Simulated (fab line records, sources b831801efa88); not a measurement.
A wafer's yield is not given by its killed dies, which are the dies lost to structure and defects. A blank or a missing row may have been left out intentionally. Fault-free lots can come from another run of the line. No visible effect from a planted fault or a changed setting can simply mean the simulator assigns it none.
Which tool did it? + flow sky130 + Sampling: 6 lots, 18 wafers, 3 of 708 route steps

## WHAT EACH GAUGE READ, for each wafer
SKY_CONTACT_THK_MEAS_26: measures by xrf.
| lot  | measured     | on            | CONTACT_W_THK (nm) |
|------|--------------|---------------|--------------------|
| L783 | day 31 17:01 | film metro-04 | 328 330 330        |
| L787 | day 33 08:13 | film metro-01 | 338 342 334        |
| L792 | day 34 22:33 | film metro-01 | 336 339 341        |
| L800 | day 37 19:56 | film metro-04 | 332 335 336        |
| L803 | day 38 10:28 | film metro-03 | 320 320 318        |
| L804 | day 38 21:09 | film metro-01 | 341 334 341        |

## WHICH TOOL RAN EACH LOT (tool, then ch and the chambers of the sampled wafers, then the start)
| lot  | SKY_CONTACT_ETCH_18                | SKY_CONTACT_STRIP_19                 |
|------|------------------------------------|--------------------------------------|
| L783 | rie diel-01 ch 0,2,3, day 31 16:00 | plasma asher-02 ch 0,1, day 31 16:05 |
| L787 | rie diel-03 ch 1,3, day 33 07:00   | plasma asher-02 ch 0,1, day 33 07:19 |
| L792 | rie diel-03 ch 0,1,3, day 34 21:00 | plasma asher-03 ch 0,1, day 34 21:40 |
| L800 | rie diel-03 ch 0,1, day 37 18:00   | plasma asher-03 ch 0,1, day 37 19:02 |
| L803 | rie diel-01 ch 1,3, day 38 09:00   | plasma asher-03 ch 0,1, day 38 09:34 |
| L804 | rie diel-01 ch 2,3, day 38 20:00   | plasma asher-04 ch 0,1, day 38 20:16 |
- SKY_CONTACT_ETCH_18: etches Si3N4 in CHF3/O2, stops on TiN, time 39 s, target depth 75 nm.
- SKY_CONTACT_STRIP_19: strips in O2/N2.

## THE ANSWER, worked out from the rows above alone
Rule: what is usual is taken from the lots themselves. Put in order of their means at a reading, lots are off if they are a third of the lots or fewer, leave a main group of 4 or more, and stand apart from it by a gap of 3 or more times the standard deviation of the main group's means; of several such gaps the widest counts. The tables above print the reading to a certain number of digits; a main group whose means all agree to those digits is not used. A lot without any number at a reading at which 4 lots or more have one is off too. All remaining lots with rows at the step are treated as sound.
Nothing can be told from this: no lot is off at any reading shown.

## WHAT WAS PUT IN BY THE SIMULATOR
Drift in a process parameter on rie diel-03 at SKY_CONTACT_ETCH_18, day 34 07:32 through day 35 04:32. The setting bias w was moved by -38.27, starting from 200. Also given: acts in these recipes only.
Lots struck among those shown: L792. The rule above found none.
